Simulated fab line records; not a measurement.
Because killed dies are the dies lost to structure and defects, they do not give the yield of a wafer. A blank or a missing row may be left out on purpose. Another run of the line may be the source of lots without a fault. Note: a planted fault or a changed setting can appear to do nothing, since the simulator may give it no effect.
Split-lot experiment -- flow sky130 -- on a route of 708 steps: 5 lots, 23 wafers read

== ABOUT THE SPLIT ==
At SKY_CONTACT_CMP_04 (polishes SiO2), the setting leave_above_ref_nm was moved away from the recipe's 340 nm on 6 of the 23 wafers read, by -6.1% to +5.9%. All remaining wafers had this setting at the recipe value.

== FROM THE SPLIT TO THE READING: what the file shows between them, 5 steps ==
- SKY_CONTACT_EXPOSE_11: exposes mask CTM1, target cd 170 nm (also split here: dose_mj)
- SKY_CONTACT_PEB_12
- SKY_CONTACT_DEVELOP_13: develop time 60 s
- SKY_CONTACT_CD_MEAS_14: target cd 170 nm
- SKY_CONTACT_ETCH_16: etches BARC in N2/H2, stops on SiO2, time 45.9 s, target depth 60 nm

== THE READING ==
CONTACT.feature_depth_nm (the simulator's own value, which no gauge read), in nm, at SKY_CONTACT_ETCH_17 (etches SiO2 in C4F8/O2/Ar, stops on Si3N4, target depth 340 nm). There is no usual value for it anywhere in the file. Average 339.8 nm, standard deviation 0.99 nm, over the 17 wafers here run with the recipe.

wafer,"tool, chamber at the split","leave_above_ref_nm as run, nm",against the recipe,"CONTACT.feature_depth_nm, nm",against lot-mates on the recipe
L074.1,"cmp-02, 2,0,2",340,recipe,338.5,-
L074.2,"cmp-02, 2,0,2",340,recipe,339.9,-
L074.3,"cmp-02, 3",340,recipe,339.3,-
L074.5,"cmp-02, 2,0,2",340,recipe,341.8,-
L074.6,"cmp-02, 3",340,recipe,339,-
L075.1,"cmp-01, 3,1",319.4,-6.1%,317.8,-22.7
L075.3,"cmp-01, 0",319.4,-6.1%,320.5,-20.0
L075.4,"cmp-01, 3,1",319.4,-6.1%,319.4,-21.1
L075.5,"cmp-01, 0",340,recipe,339.7,-
L075.6,"cmp-01, 3",340,recipe,341.4,-
L077.1,"cmp-02, 2",340,recipe,339.8,-
L077.2,"cmp-02, 3",340,recipe,340.8,-
L077.4,"cmp-02, 0",340,recipe,338.9,-
L077.5,"cmp-02, 0,1",340,recipe,339.5,-
L077.6,"cmp-02, 0,1",340,recipe,340,-
L081.1,"cmp-01, 0",340,recipe,339.8,-
L081.3,"cmp-01, 2",340,recipe,340.8,-
L081.4,"cmp-01, 3",340,recipe,339.4,-
L085.1,"cmp-02, 1",360,+5.9%,358.1,+19.5
L085.2,"cmp-02, 0",340,recipe,337.7,-
L085.3,"cmp-02, 2",340,recipe,339.5,-
L085.4,"cmp-02, 3",360,+5.9%,359.6,+21.0
L085.5,"cmp-02, 3",360,+5.9%,360,+21.4
Rows listing several chambers each stand for several wafers; the file does not say which wafer went through which chamber.

FIT RESULTS
A straight line over all 23 wafers: CONTACT.feature_depth_nm changes by +3.35 nm for each +1% of leave_above_ref_nm; r = +1.00; the points scatter about the line by 1 nm.
The same after taking each lot's own level away (the mean of its wafers on the recipe; 23 wafers): +3.51 nm for each +1%; r = +1.00; scatter 0.93 nm.
That fit puts the effect of the largest move of leave_above_ref_nm on the reading at 21 nm.
The lots' own levels span 338.60 to 340.55 nm, that is 2.0 times the standard deviation above.
Hence the lot-to-lot level has little effect on the slope; both slopes agree.
Check: -20.9 nm against its lot-mates is what the line predicts for one of the wafers moved furthest among these (-6.1%) when that wafer is left out of the fit. It came out at -22.7 nm against them.

== THESE WAFERS: OTHER SPLITS ==
Other splits were also applied to these wafers ahead of the reading. Each is held against what the fit with the lots' levels taken away leaves over:
other split on the same wafers,wafers away from the commonest value,r with CONTACT.feature_depth_nm (lot level and that fit taken away)
SKY_LOCAL_INTERCONNECT_SPUTTER_00 time_s,9,+0.07
SKY_LOCAL_INTERCONNECT_EXPOSE_08 dose_mj,9,-0.14
SKY_LOCAL_INTERCONNECT_ETCH_13 ion_energy_ev,8,+0.19
SKY_CONTACT_EXPOSE_11 dose_mj,11,+0.18

== THE WHOLE CHAIN: every reading that the file lists as answering this split, in the file's order ==
step,what it does,reading,change (the file's fit),r (the file's)
SKY_CONTACT_CMP_04,polishes SiO2,"SiO2_of_CONTACT_HDPCVD_02.thk_nm (the simulator's own value, which no gauge read)",+3.41 nm for each +1% of the setting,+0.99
SKY_CONTACT_ETCH_17,"etches SiO2 in C4F8/O2/Ar, stops on Si3N4, target depth 340 nm","CONTACT.feature_depth_nm (the simulator's own value, which no gauge read)",+3.51 nm for each +1% of the setting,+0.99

== FILE'S OWN FIT ==
CONTACT.feature_depth_nm changes by +3.51 nm for each +1% of leave_above_ref_nm, r = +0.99.
